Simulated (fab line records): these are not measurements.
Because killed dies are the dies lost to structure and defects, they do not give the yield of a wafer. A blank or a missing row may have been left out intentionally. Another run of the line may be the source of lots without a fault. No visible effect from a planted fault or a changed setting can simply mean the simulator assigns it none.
fab line records + flow sky130
record
- lots=6
- wafers=18
- last-day=50
route steps=708 shown VIA3@582 METAL4@598
lots that met no fault: from a run of the same line without faults
start-h: hours from the record's opening day to when the first of the lot's shown wafers began + wait-h: time in hours since the lot's previous step + " repeats the value in the row above + L1.1+2: a row that stands for several wafers + - no value present, or no start provided + * or withheld: withheld + < > ~ a bound
route shown NAME@n: NAME is a module with steps in the file, n the number in the route of the first one + usual: the fault-free wafers' mean and standard deviation + same: alike in all rows + chamber/n: place in a boat + sites: each site's reading + _std_site: how widely they spread, as a standard deviation + _edge_site: mean of outer sites minus mean of inner sites + radius-mm: for every site, how far away it sits from the centre of the wafer + mask NAME#n: copy n + behind: the tool/chamber that last shaped the wafer + hold: what put the lot on hold/how long, in hours/how the hold closed + device: transistor that didn't switch, given as n, p or np + end of line: the same wafers' tests at the end of the route + a step without rows: its recipe alone + killed: dies that structure and defects cost at the first sort, which is not the same as the wafer's yield + map: per-die view of a wafer (x killed, . not killed, _ where there is no die)
set.NAME: setting as actually run; set.NAME@STEP: the setting as run at that earlier step + model.NAME: the simulator's own value behind a step, which no gauge read
a table for each step, a row for each wafer; lots at some steps of the route
services: when a tool's chamber went out of use (start-h, in hours from the record's first day, below 0 if earlier), for how many hours, and the reason
## steps
# step SKY_VIA3_EXPOSE_09
# recipe
- mask-id=VIM3
- na=0.8
- source-shape=annular
- sigma-inner=0.55
- sigma-outer=0.85
- target-cd-nm=200
- dose-mj=38
# step SKY_VIA3_PEB_10
# recipe
- peb-temp-c=withheld
- peb-time-s=withheld
- resist=KrF-thick
# step SKY_VIA3_DEVELOP_11
# recipe
- develop-time-s=60
- resist=KrF-thick
- dev-temp-c=21
# step SKY_VIA3_CD_MEAS_12
# recipe
- target-cd-nm=200
# usual
- cd-nm=199.8/1.3
| lot.wafer | tool      | chamber | start-h | wait-h | cd-nm |
|-----------|-----------|---------|---------|--------|-------|
| L318.1    | cd-sem-02 | -       | 972.94  | -      | 201.2 |
| L318.2    | "         | -       | "       | "      | 200.5 |
| L318.4    | "         | -       | "       | "      | 200.6 |
| L322.3    | cd-sem-02 | -       | 996.93  | -      | 196.4 |
| L322.5    | "         | -       | "       | "      | 198.6 |
| L322.6    | "         | -       | "       | "      | 197.3 |
| L324.2    | cd-sem-02 | -       | 1007.26 | -      | 199.4 |
| L324.5    | "         | -       | "       | "      | 200.4 |
| L324.6    | "         | -       | "       | "      | 200.1 |
| L325.1    | cd-sem-02 | -       | 1018.51 | -      | 200.9 |
| L325.5    | "         | -       | "       | "      | 200.7 |
| L325.6    | "         | -       | "       | "      | 200.2 |
| L329.1    | cd-sem-02 | -       | 1044.64 | -      | 201.3 |
| L329.2    | "         | -       | "       | "      | 198.7 |
| L329.5    | "         | -       | "       | "      | 200.1 |
| L335.1    | cd-sem-02 | -       | 1080.63 | -      | 198.4 |
| L335.3    | "         | -       | "       | "      | 199.1 |
| L335.6    | "         | -       | "       | "      | 199.0 |
# step SKY_VIA3_OVL_MEAS_13
# usual
- VIA3_OVL=5/6.3
| lot.wafer | tool       | chamber | start-h | wait-h | VIA3_OVL[nm] |
|-----------|------------|---------|---------|--------|--------------|
| L318.1    | overlay-02 | -       | 973.06  | 0.1    | 8            |
| L318.2    | "          | -       | "       | "      | -2           |
| L318.4    | "          | -       | "       | "      | 1            |
| L322.3    | overlay-01 | -       | 997.02  | 0.1    | 9            |
| L322.5    | "          | -       | "       | "      | 4            |
| L322.6    | "          | -       | "       | "      | 8            |
| L324.2    | overlay-01 | -       | 1007.36 | 0.1    | 8            |
| L324.5    | "          | -       | "       | "      | -8           |
| L324.6    | "          | -       | "       | "      | 6            |
| L325.1    | overlay-01 | -       | 1018.63 | 0.1    | 3            |
| L325.5    | "          | -       | "       | "      | 10           |
| L325.6    | "          | -       | "       | "      | 3            |
| L329.1    | overlay-01 | -       | 1044.76 | 0.1    | 2            |
| L329.2    | "          | -       | "       | "      | -4           |
| L329.5    | "          | -       | "       | "      | -7           |
| L335.1    | overlay-01 | -       | 1080.75 | 0.1    | 3            |
| L335.3    | "          | -       | "       | "      | -3           |
| L335.6    | "          | -       | "       | "      | 9            |
# step SKY_VIA3_ETCH_14
# recipe
- chemistry=N2/H2
- target=BARC
- ion-energy-ev=200
- source-w=500
- bias-w=100
- pressure-mtorr=30
- n2-flow-sccm=100
- h2-flow-sccm=200
- stop-on=SiO2
- time-s=45.9
- target-depth-a=600
# usual
- drypump-motor-current-A=5.7/0.58
- oes-product-au=0.854/0.0048
- throttle-valve-pct=13.226/0.0085
| lot.wafer | tool        | chamber | start-h | wait-h | drypump-motor-current-A | oes-product-au | rf-hours-counter-h | throttle-valve-pct |
|-----------|-------------|---------|---------|--------|-------------------------|----------------|--------------------|--------------------|
| L318.1    | rie-diel-02 | 2       | 973.09  | 0.0    | 6.3                     | 0.862          | 18                 | 13.234             |
| L318.2    | "           | 3       | "       | "      | 5.9                     | 0.855          | 20                 | 13.246             |
| L318.4    | "           | 2       | "       | "      | 6.2                     | 0.859          | -                  | 13.229             |
| L322.3    | rie-diel-02 | 3       | 997.05  | 0.0    | 5.9                     | 0.849          | 21                 | 13.230             |
| L322.5    | "           | 3       | "       | "      | 5.9                     | 0.859          | -                  | 13.225             |
| L322.6    | "           | 2       | "       | "      | 6.2                     | 0.854          | -                  | 13.239             |
| L324.2    | rie-diel-02 | 1       | 1007.39 | 0.0    | 4.8                     | 0.857          | 18                 | 13.217             |
| L324.5    | "           | 2       | "       | "      | 6.2                     | 0.854          | -                  | 13.233             |
| L324.6    | "           | 1       | "       | "      | 4.7                     | 0.858          | -                  | 13.221             |
| L325.1    | rie-diel-03 | 0       | 1018.67 | 0.0    | 6.4                     | 0.858          | 15                 | 13.224             |
| L325.5    | "           | 1       | "       | "      | 5.9                     | 0.849          | -                  | 13.220             |
| L325.6    | "           | 0       | "       | "      | 6.4                     | 0.856          | -                  | 13.241             |
| L329.1    | rie-diel-04 | 1       | 1044.79 | 0.0    | 5.2                     | 0.849          | 16                 | 13.232             |
| L329.2    | "           | 3       | "       | "      | 5.0                     | 0.861          | 11                 | 13.226             |
| L329.5    | "           | 3       | "       | "      | 5.0                     | 0.850          | -                  | 13.225             |
| L335.1    | rie-diel-02 | 0       | 1080.78 | 0.0    | 5.8                     | 0.844          | 13                 | 13.234             |
| L335.3    | "           | 1       | "       | "      | 4.7                     | 0.858          | 21                 | 13.234             |
| L335.6    | "           | 3       | "       | "      | 5.9                     | 0.860          | -                  | 13.231             |
# step SKY_VIA3_ETCH_15
# recipe
- target=SiO2
- chemistry=C4F8/O2/Ar
- target-depth-nm=507
- stop-on=TiN
- mask-material=KrF-thick
- source-w=1500
- bias-w=1200
- pressure-mtorr=40
- c4f8-flow-sccm=withheld
- O2_flow_sccm=6
- Ar_flow_sccm=300
- time-s=78
# usual
- oes-product-au=0.946/0.0048
| lot.wafer | tool        | chamber | start-h | wait-h | oes-product-au | rf-hours-counter-h |
|-----------|-------------|---------|---------|--------|----------------|--------------------|
| L318.1    | rie-diel-02 | 2       | 973.14  | 0.0    | 0.939          | 18                 |
| L318.2    | "           | 3       | "       | "      | 0.941          | 20                 |
| L318.4    | "           | 2       | "       | "      | 0.944          | -                  |
| L322.3    | rie-diel-02 | 3       | 997.09  | 0.0    | 0.949          | 21                 |
| L322.5    | "           | 3       | "       | "      | 0.949          | -                  |
| L322.6    | "           | 2       | "       | "      | 0.953          | -                  |
| L324.2    | rie-diel-02 | 1       | 1007.44 | 0.0    | 0.939          | 18                 |
| L324.5    | "           | 2       | "       | "      | 0.953          | -                  |
| L324.6    | "           | 1       | "       | "      | 0.944          | -                  |
| L325.1    | rie-diel-03 | 0       | 1018.71 | 0.0    | 0.951          | 15                 |
| L325.5    | "           | 1       | "       | "      | 0.957          | -                  |
| L325.6    | "           | 0       | "       | "      | 0.940          | -                  |
| L329.1    | rie-diel-04 | 1       | 1044.84 | 0.0    | 0.947          | 16                 |
| L329.2    | "           | 3       | "       | "      | 0.950          | 11                 |
| L329.5    | "           | 3       | "       | "      | 0.941          | -                  |
| L335.1    | rie-diel-02 | 0       | 1080.82 | 0.0    | 0.939          | 13                 |
| L335.3    | "           | 1       | "       | "      | 0.948          | 21                 |
| L335.6    | "           | 3       | "       | "      | 0.938          | -                  |
# step SKY_VIA3_STRIP_16
# recipe
- chemistry=O2/N2
- power-w=1400
- pressure-mtorr=1500
- platen-temp-c=withheld
- o2-flow-sccm=3000
- n2-flow-sccm=300
- overash-fraction=0.5
# usual
- drypump-motor-current-A=5.63/0.18
- oes-product-au=0.403/0.0049
- strip-time-to-endpoint-s=4.148/0.026
| lot.wafer | tool            | chamber | start-h | wait-h | drypump-motor-current-A | oes-product-au | rf-hours-counter-h | strip-time-to-endpoint-s |
|-----------|-----------------|---------|---------|--------|-------------------------|----------------|--------------------|--------------------------|
| L318.1    | plasma-asher-02 | 1       | 973.20  | 0.0    | 5.57                    | 0.397          | 116                | 4.166                    |
| L318.2    | "               | 0       | "       | "      | 5.35                    | 0.401          | 116                | 4.169                    |
| L318.4    | "               | 1       | "       | "      | 5.58                    | 0.408          | -                  | 4.192                    |
| L322.3    | plasma-asher-03 | 1       | 997.18  | 0.1    | 5.65                    | 0.406          | -                  | 4.150                    |
| L322.5    | "               | 0       | "       | "      | 5.66                    | 0.400          | -                  | 4.126                    |
| L322.6    | "               | 1       | "       | "      | 5.68                    | 0.401          | -                  | 4.150                    |
| L324.2    | plasma-asher-01 | 0       | 1007.50 | 0.0    | 5.46                    | 0.393          | 26                 | 4.157                    |
| L324.5    | "               | 0       | "       | "      | 5.45                    | 0.408          | -                  | 4.129                    |
| L324.6    | "               | 1       | "       | "      | 5.92                    | 0.407          | -                  | 4.147                    |
| L325.1    | plasma-asher-02 | 0       | 1018.77 | 0.0    | 5.32                    | 0.399          | 121                | 4.131                    |
| L325.5    | "               | 0       | "       | "      | 5.32                    | 0.406          | -                  | 4.108                    |
| L325.6    | "               | 1       | "       | "      | 5.60                    | 0.402          | -                  | 4.125                    |
| L329.1    | plasma-asher-01 | 0       | 1044.90 | 0.0    | 5.46                    | 0.407          | 30                 | 4.162                    |
| L329.2    | "               | 1       | "       | "      | 5.98                    | 0.398          | 30                 | 4.135                    |
| L329.5    | "               | 0       | "       | "      | 5.46                    | 0.404          | -                  | 4.127                    |
| L335.1    | plasma-asher-03 | 0       | 1080.88 | 0.0    | 5.64                    | 0.412          | 64                 | 4.182                    |
| L335.3    | "               | 0       | "       | "      | 5.63                    | 0.412          | -                  | 4.129                    |
| L335.6    | "               | 0       | "       | "      | 5.64                    | 0.396          | -                  | 4.108                    |
# step SKY_VIA3_STRIP_17
# recipe
- chemistry=post-etch-residue-remover
- time-s=1200
- temp-c=72.5
# step SKY_VIA3_CLEAN_18
# recipe
- chemistry=IPA
- time-s=180
- temp-c=25
# step SKY_VIA3_CLEAN_19
# recipe
- chemistry=O3/DIW
- dry=n2-spin
# step SKY_VIA3_SPUTTER_20
# recipe
- material=TiN
- target-thk-nm=20
- chamber-pressure-pa=5
- power-w=4000
- time-s=80
# usual
- throttle-valve-pct=30.1/1
| lot.wafer | tool           | chamber | start-h | wait-h | throttle-valve-pct |
|-----------|----------------|---------|---------|--------|--------------------|
| L318.1    | pvd-sputter-03 | -       | 973.79  | 0.0    | 30.5               |
| L318.2    | "              | -       | "       | "      | 30.7               |
| L318.4    | "              | -       | "       | "      | 29.8               |
| L322.3    | pvd-sputter-01 | -       | 997.74  | 0.0    | 32.3               |
| L322.5    | "              | -       | "       | "      | 32.5               |
| L322.6    | "              | -       | "       | "      | 30.1               |
| L324.2    | pvd-sputter-01 | -       | 1008.09 | 0.0    | 28.5               |
| L324.5    | "              | -       | "       | "      | 32.5               |
| L324.6    | "              | -       | "       | "      | 30.1               |
| L325.1    | pvd-sputter-01 | -       | 1019.37 | 0.0    | 32.3               |
| L325.5    | "              | -       | "       | "      | 30.1               |
| L325.6    | "              | -       | "       | "      | 28.7               |
| L329.1    | pvd-sputter-03 | -       | 1045.49 | 0.0    | 28.7               |
| L329.2    | "              | -       | "       | "      | 29.8               |
| L329.5    | "              | -       | "       | "      | 30.0               |
| L335.1    | pvd-sputter-02 | -       | 1081.48 | 0.0    | 30.4               |
| L335.3    | "              | -       | "       | "      | 30.7               |
| L335.6    | "              | -       | "       | "      | 30.8               |
# step SKY_VIA3_CVD_21
# recipe
- material=W
- target-thk-nm=390
- time-s=117.31
- temp-c=400
- pressure-torr=40
# usual
- heater-power-w=800/45
| lot.wafer | tool     | chamber | start-h | wait-h | heater-power-w | model.W_of_VIA3_CVD_21.thk-nm |
|-----------|----------|---------|---------|--------|----------------|-------------------------------|
| L318.1    | cvd-w-01 | 1       | 973.85  | 0.0    | 864            | 391.2                         |
| L318.2    | "        | 0       | "       | "      | 785            | 389                           |
| L318.4    | "        | 1       | "       | "      | 841            | 386.8                         |
| L322.3    | cvd-w-02 | 0       | 997.85  | 0.1    | 838            | 387.5                         |
| L322.5    | "        | 0       | "       | "      | 841            | 389.3                         |
| L322.6    | "        | 1       | "       | "      | 734            | 391.9                         |
| L324.2    | cvd-w-02 | 1       | 1008.16 | 0.0    | 744            | 390                           |
| L324.5    | "        | 1       | "       | "      | 749            | 387.5                         |
| L324.6    | "        | 0       | "       | "      | 842            | 501.6                         |
| L325.1    | cvd-w-02 | 1       | 1019.43 | 0.0    | 714            | 387.8                         |
| L325.5    | "        | 1       | "       | "      | 730            | 383.1                         |
| L325.6    | "        | 0       | "       | "      | 829            | 490.1                         |
| L329.1    | cvd-w-01 | 0       | 1045.55 | 0.0    | 794            | 388.5                         |
| L329.2    | "        | 1       | "       | "      | 837            | 392                           |
| L329.5    | "        | 1       | "       | "      | 819            | 390.9                         |
| L335.1    | cvd-w-01 | 1       | 1081.54 | 0.0    | 851            | 385.6                         |
| L335.3    | "        | 1       | "       | "      | 830            | 391                           |
| L335.6    | "        | 0       | "       | "      | 810            | 385.8                         |
# step SKY_VIA3_RS_MEAS_22
# recipe
- thk-meas-gauge=four-point-probe
- reads=W_of_VIA3_CVD_21+TiN_of_VIA3_SPUTTER_20
# usual
- VIA3_W_RS=0.2950/0.0024
| lot.wafer | tool          | chamber | start-h | wait-h | VIA3_W_RS[ohm/sq] |
|-----------|---------------|---------|---------|--------|-------------------|
| L318.1    | film-metro-03 | -       | 973.97  | 0.1    | 0.2925            |
| L318.2    | "             | -       | "       | "      | 0.2944            |
| L318.4    | "             | -       | "       | "      | 0.2961            |
| L322.3    | film-metro-04 | -       | 997.97  | 0.1    | 0.2967            |
| L322.5    | "             | -       | "       | "      | 0.2946            |
| L322.6    | "             | -       | "       | "      | 0.2927            |
| L324.2    | film-metro-03 | -       | 1008.30 | 0.1    | 0.2934            |
| L324.5    | "             | -       | "       | "      | 0.2947            |
| L324.6    | "             | -       | "       | "      | 0.2279            |
| L325.1    | film-metro-04 | -       | 1019.55 | 0.1    | 0.2961            |
| L325.5    | "             | -       | "       | "      | 0.2997            |
| L325.6    | "             | -       | "       | "      | 0.2341            |
| L329.1    | film-metro-03 | -       | 1045.67 | 0.1    | 0.2950            |
| L329.2    | "             | -       | "       | "      | 0.2917            |
| L329.5    | "             | -       | "       | "      | 0.2927            |
| L335.1    | film-metro-03 | -       | 1081.67 | 0.1    | 0.2965            |
| L335.3    | "             | -       | "       | "      | 0.2926            |
| L335.6    | "             | -       | "       | "      | 0.2961            |
# step SKY_VIA3_THK_MEAS_23
# recipe
- thk-meas-gauge=xrf
- reads=W_of_VIA3_CVD_21
# usual
- VIA3_W_THK=386/6.1
| lot.wafer | tool          | chamber | start-h | wait-h | VIA3_W_THK[nm] |
|-----------|---------------|---------|---------|--------|----------------|
| L318.1    | film-metro-03 | -       | 974.09  | 0.1    | 391            |
| L318.2    | "             | -       | "       | "      | 392            |
| L318.4    | "             | -       | "       | "      | 385            |
| L322.3    | film-metro-04 | -       | 998.07  | 0.1    | 382            |
| L322.5    | "             | -       | "       | "      | 384            |
| L322.6    | "             | -       | "       | "      | 386            |
| L324.2    | film-metro-03 | -       | 1008.41 | 0.1    | 389            |
| L324.5    | "             | -       | "       | "      | 387            |
| L324.6    | "             | -       | "       | "      | 503            |
| L325.1    | film-metro-04 | -       | 1019.67 | 0.1    | 376            |
| L325.5    | "             | -       | "       | "      | 373            |
| L325.6    | "             | -       | "       | "      | 479            |
| L329.1    | film-metro-03 | -       | 1045.79 | 0.1    | 391            |
| L329.2    | "             | -       | "       | "      | 397            |
| L329.5    | "             | -       | "       | "      | 396            |
| L335.1    | film-metro-03 | -       | 1081.79 | 0.1    | 390            |
| L335.3    | "             | -       | "       | "      | 398            |
| L335.6    | "             | -       | "       | "      | 390            |
# step SKY_VIA3_CMP_24
# recipe
- stop-on=SiO2
- t-overpolish-s=20
- down-force-psi=3.5
- platen-rpm=60
- target-thk-nm=0
- pad-velocity-m-s=0.94248
# usual
- motor-current-A=11.4/1.4
- time-to-endpoint-s=95/3.8
| lot.wafer | tool   | chamber | start-h | wait-h | motor-current-A | time-to-endpoint-s |
|-----------|--------|---------|---------|--------|-----------------|--------------------|
| L318.1    | cmp-01 | 3       | 974.20  | 0.1    | 9.4             | 100                |
| L318.4    | "      | 0       | "       | "      | 11.3            | 98                 |
| L318.2    | "      | 1       | "       | "      | 11.0            | 99                 |
| L322.3    | cmp-02 | 3       | 998.26  | 0.2    | 14.1            | 97                 |
| L322.5    | "      | 0       | "       | "      | 12.3            | 94                 |
| L322.6    | "      | 1       | "       | "      | 11.1            | 96                 |
| L324.2    | cmp-02 | 0       | 1008.61 | 0.2    | 12.2            | 103                |
| L324.6    | "      | 1       | "       | "      | 10.2            | 128                |
| L324.5    | "      | 2       | "       | "      | 12.3            | 92                 |
| L325.1    | cmp-01 | 1       | 1019.83 | 0.1    | 10.6            | 101                |
| L325.6    | "      | 3       | "       | "      | 9.9             | 126                |
| L325.5    | "      | 0       | "       | "      | 10.7            | 95                 |
| L329.2    | cmp-01 | 1       | 1045.90 | 0.1    | 10.9            | 104                |
| L329.1    | "      | 3       | "       | "      | 9.9             | 101                |
| L329.5    | "      | 0       | "       | "      | 11.2            | 98                 |
| L335.3    | cmp-02 | 2       | 1081.85 | 0.0    | 11.9            | 90                 |
| L335.1    | "      | 0       | "       | "      | 12.2            | 93                 |
| L335.6    | "      | 3       | "       | "      | 13.8            | 96                 |
# step SKY_METAL4_SPUTTER_00
# recipe
- material=Ti
- target-thk-nm=15
- power-w=3000
- time-s=10
- chamber-pressure-pa=0.4
# usual
- throttle-valve-pct=30.1/1.4
| lot.wafer | tool           | chamber | start-h | wait-h | throttle-valve-pct |
|-----------|----------------|---------|---------|--------|--------------------|
| L318.1    | pvd-sputter-01 | -       | 974.45  | 0.2    | 32.6               |
| L318.2    | "              | -       | "       | "      | 31.3               |
| L318.4    | "              | -       | "       | "      | 28.5               |
| L322.3    | pvd-sputter-03 | -       | 998.41  | 0.1    | 30.5               |
| L322.5    | "              | -       | "       | "      | 28.5               |
| L322.6    | "              | -       | "       | "      | 29.5               |
| L324.2    | pvd-sputter-04 | -       | 1008.76 | 0.1    | 29.7               |
| L324.5    | "              | -       | "       | "      | 28.7               |
| L324.6    | "              | -       | "       | "      | 32.2               |
| L325.1    | pvd-sputter-01 | -       | 1020.03 | 0.1    | 28.7               |
| L325.5    | "              | -       | "       | "      | 31.3               |
| L325.6    | "              | -       | "       | "      | 30.1               |
| L329.1    | pvd-sputter-04 | -       | 1046.15 | 0.1    | 29.7               |
| L329.2    | "              | -       | "       | "      | 32.5               |
| L329.5    | "              | -       | "       | "      | 32.4               |
| L335.1    | pvd-sputter-04 | -       | 1082.15 | 0.1    | 29.8               |
| L335.3    | "              | -       | "       | "      | 32.6               |
| L335.6    | "              | -       | "       | "      | 28.7               |
## services
| tool            | chamber | start-h | hours | kind       |
|-----------------|---------|---------|-------|------------|
| plasma-asher-03 | -       | 956.29  | 2.8   | pm         |
| cmp-01          | -       | 966.31  | 6.5   | pm         |
| rie-diel-02     | 1       | 969.98  | 3.9   | repair     |
| cmp-02          | -       | 973.02  | 6.3   | pm         |
| cmp-01          | -       | 999.58  | 1.9   | repair     |
| cmp-02          | -       | 1006.54 | 0.9   | repair     |
| cvd-w-02        | -       | 1009.27 | 0.8   | repair     |
| cmp-01          | -       | 1014.91 | 2.5   | repair     |
| pvd-sputter-04  | -       | 1019.20 | 2.7   | repair     |
| pvd-sputter-02  | -       | 1019.45 | 3.2   | repair     |
| cmp-01          | -       | 1023.99 | 0.9   | repair     |
| rie-diel-03     | 2       | 1026.15 | 22.1  | repair     |
| cvd-w-02        | 0       | 1030.05 | 4.6   | repair     |
| plasma-asher-03 | -       | 1037.55 | 0.6   | repair     |
| cvd-w-02        | -       | 1038.38 | 9.4   | repair     |
| plasma-asher-02 | -       | 1055.25 | 9.0   | pm         |
| plasma-asher-02 | 0       | 1055.25 | 9.0   | vent-cycle |
| plasma-asher-02 | 1       | 1055.25 | 9.0   | vent-cycle |
| rie-diel-02     | 3       | 1063.06 | 1.8   | repair     |
| plasma-asher-02 | 0       | 1064.25 | -     | clean      |
| plasma-asher-02 | 1       | 1064.25 | -     | clean      |
| pvd-sputter-01  | -       | 1073.41 | 3.7   | repair     |
| plasma-asher-02 | -       | 1078.11 | 4.3   | pm         |
| rie-diel-03     | 1       | 1081.67 | 7.4   | repair     |
## key
first-sign
- step=SKY_VIA3_RS_MEAS_22
- reading=VIA3_W_RS
- direction=down
- sigmas=26
- usual=0.2950
- struck=0.2310
effect
- step=SKY_VIA3_THK_MEAS_23
- reading=VIA3_W_THK
- direction=up
- sigmas=17
- usual=386
- struck=491
effect
- step=SKY_VIA3_CMP_24
- reading=time-to-endpoint-s
- direction=up
- sigmas=8.4
- usual=*
- struck=*
model-effect
- step=SKY_VIA3_CVD_21
- value=W_of_VIA3_CVD_21.thk-nm
- without=387
- struck=495.9
met-at SKY_VIA3_CVD_21
struck-wafers L324.6,L325.6
onset-between 997.85 1008.16
fault
- kind=process-parameter-drift
- tool=cvd-w-02
- chamber=-
- onset-h=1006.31
- steps=SKY_VIA3_CVD_21
- channel=target-thk-nm
- offset=109.79
- shape=step
- end-h=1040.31
- scope=struck-wafers-only
- acts-in=these-recipes-only
- stated=390
